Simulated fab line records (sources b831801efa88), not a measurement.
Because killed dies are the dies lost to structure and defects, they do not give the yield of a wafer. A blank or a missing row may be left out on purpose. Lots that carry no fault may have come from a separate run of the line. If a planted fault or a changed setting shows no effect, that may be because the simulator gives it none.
Comparing a struck lot with a sound one    flow sky130    30 out of 708 route steps
Sound: the wafers L277.1, L277.2, L277.6. Wafers struck: L280.1, L280.2, L280.5. The cause is given at the end.
Per side, at each step with rows, come the tool, then ch with its chambers, and then its first start. Under that, the readings that differ: sound wafers    struck wafers    difference of the means    sigmas: that difference in standard deviations of wafers without a fault.
alike: words and numbers the same on both sides, and readings whose means are apart by under 2 such deviations; not compared: readings that were withheld, readings missing a value for some wafer, numbers with overlapping values and no deviation given by the record, and bounds like >300 which may hide the same value.
A row with sigmas, a row that says differs or no value, or rows on one side alone: a step with any of these is where the two part. When numbers do not overlap yet have no deviation, they are printed without sigmas and do not part them. A reading missing from all wafers of one side parts the sides only when that side holds two or more wafers.

first, 6 steps without rows for these wafers: SKY_SONOS_ONO_HMDS_07 (prime time 60 s); SKY_SONOS_ONO_COAT_08 (resist thk 1140 nm); SKY_SONOS_ONO_SOFTBAKE_09 (time 60 s); SKY_SONOS_ONO_EXPOSE_10 (exposes mask ONOM, target cd 410 nm); SKY_SONOS_ONO_PEB_11; SKY_SONOS_ONO_DEVELOP_12 (develop time 60 s).
SKY_SONOS_ONO_CD_MEAS_13 targets a cd of 410 nm.
  struck on cd_sem-02, day 17 06:09; sound on cd_sem-02, day 15 13:51
  alike: cd_nm
SKY_SONOS_ONO_OVL_MEAS_14:
  struck on overlay-01, day 17 06:16; sound on overlay-01, day 15 13:58
  alike: SONOS_ONO_OVL
SKY_SONOS_ONO_ETCH_15: etches the open film in CHF3/O2, target depth 19.52 nm, time 7.8 s.
  sound on rie_diel-02 ch 0,2,3, day 15 14:01; struck on rie_diel-04 ch 1,2, day 17 06:19
  alike: drypump_motor_current_A, oes_product_au, rf_fwd_power_W, throttle_valve_pct
  not compared: rf_hours_counter_h
then, 1 step without rows for these wafers: SKY_SONOS_ONO_WET_ETCH_16 (etches SiO2 in dHF, target depth 14 nm, time 280 s).
SKY_SONOS_ONO_STRIP_17: strips in O2/N2.
  sound on plasma_asher-03 ch 0,1, day 15 14:07; struck on plasma_asher-02 ch 0,1, day 17 06:25
  alike: drypump_motor_current_A, oes_product_au, strip_time_to_endpoint_s
  not compared: rf_hours_counter_h
then, 1 step without rows for these wafers: SKY_SONOS_ONO_WET_ETCH_18 (etches Si3N4 in H3PO4, target depth 15 nm, time 172 s).
SKY_GATE_OXIDE_CLEAN_00: cleans in SC1/SC2, time 150 s.
  sound on wet_bench-02 ch 3, day 15 14:16; struck on wet_bench-02 ch 1, day 17 06:34
reading                                     sound              struck             difference  sigmas
run_length_s (s)                            175 175 175        70 70 70           -105        -28
model.SiO2_of_SONOS_ONO_CVD_04.thk_nm (nm)  4.814 4.805 4.847  5.237 5.386 5.235  +0.464      
then, 1 step without rows for these wafers: SKY_GATE_OXIDE_OXIDATION_01 (stabilise 600 s, purge 300 s, target thk 10.268 nm).
SKY_GATE_OXIDE_THK_MEAS_02:
  struck on film_metro-03, day 17 14:55; sound on film_metro-01, day 15 23:35
  alike: GATE_OXIDE_OXIDATION_00_THK
then, 7 steps without rows for these wafers: SKY_GATE_OXIDE_DEHYDRATE_03 (time 60 s); SKY_GATE_OXIDE_HMDS_04 (prime time 60 s); SKY_GATE_OXIDE_COAT_05 (resist thk 1140 nm); SKY_GATE_OXIDE_SOFTBAKE_06 (time 60 s); SKY_GATE_OXIDE_EXPOSE_07 (exposes mask LVOM, target cd 600 nm); SKY_GATE_OXIDE_PEB_08; SKY_GATE_OXIDE_DEVELOP_09 (develop time 60 s).
SKY_GATE_OXIDE_OVL_MEAS_10:
  struck on overlay-02, day 18 19:24; sound on overlay-02, day 17 03:11
  alike: GATE_OXIDE_OVL
then, 2 steps without rows for these wafers: SKY_GATE_OXIDE_IMPLANT_11; SKY_GATE_OXIDE_WET_ETCH_12 (etches SiO2 in dHF, target depth 16.8 nm, time 336 s).
SKY_GATE_OXIDE_STRIP_13: strips in O2/N2.
  sound on plasma_asher-03 ch 0,1, day 17 03:28; struck on plasma_asher-03 ch 0,1, day 18 19:41
  alike: drypump_motor_current_A, oes_product_au, strip_time_to_endpoint_s
  not compared: rf_hours_counter_h
SKY_GATE_OXIDE_TW_MEAS_14:
  struck on film_metro-01, day 18 19:47; sound on film_metro-03, day 17 03:34
reading        sound        struck       difference  sigmas
GATE_OXIDE_TW  227 229 228  218 217 218  -10         -2
SKY_GATE_OXIDE_CLEAN_15: cleans in SC1/SC2, time 150 s.
  sound on wet_bench-01 ch 3, day 17 03:37; struck on wet_bench-01 ch 0, day 18 19:51
reading                                     sound              struck            difference  sigmas
model.SiO2_of_SONOS_ONO_CVD_04.thk_nm (nm)  4.136 4.123 4.171  4.56 4.712 4.558  +0.47       
  alike: run_length_s
then, 1 step without rows for these wafers: SKY_GATE_OXIDE_OXIDATION_16 (stabilise 600 s, purge 300 s, target thk 3.57 nm).
-- a jump in the record: the struck wafers' starts before and after are 30 days apart (it breaks off in module GATE_OXIDE and resumes in module PAD_OPEN, where the first step shown is number 708 of the route) --
SKY_PAD_OPEN_PROBE_99:
  struck on prober-01, day 49 02:17; sound on prober-02, day 48 07:12
reading                                    sound                 struck                difference  sigmas
killed_at_contacts                         13 12 24              17 36 32              +12         +2
model.etest.cap_thick_oxide.gate_bv_v (V)  15.43 15.66 15.11     13.28 13.64 13.8      -1.83       
model.etest.cap_ono.gate_log10_a_cm2       -7.733 -7.78 -7.694   -8.428 -8.673 -8.584  -0.826      
model.etest.cap_ono.tox_acc_nm (nm)        12.7 12.77 12.78      13.25 13.46 13.39     +0.62       
model.etest.sonos_programmed.vt_v (V)      1.539 1.495 1.51      1.253 1.14 1.205      -0.315      
model.etest.sonos_erased.vt_v (V)          -2.333 -2.325 -2.361  -1.982 -1.918 -1.954  +0.388      
model.etest.sonos_baked.vt_v (V)           0.9869 0.9919 0.9554  0.8125 0.7659 0.7877  -0.1894     
  alike: killed_at_M0_to_M3, killed_at_M4_up, killed_at_front_end, killed_at_other, killed_dies, killed_open, killed_short
  not compared: model.etest.cap_ono.gate_bv_v, model.etest.sonos_programmed.off_log10_a_um

WHERE THEY PART
Earliest at SKY_GATE_OXIDE_CLEAN_00; latest, in this record, at SKY_PAD_OPEN_PROBE_99.

WHY: whatever the simulator had introduced
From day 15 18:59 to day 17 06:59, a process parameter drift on wet_bench-02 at SKY_GATE_OXIDE_CLEAN_00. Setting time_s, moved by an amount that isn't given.
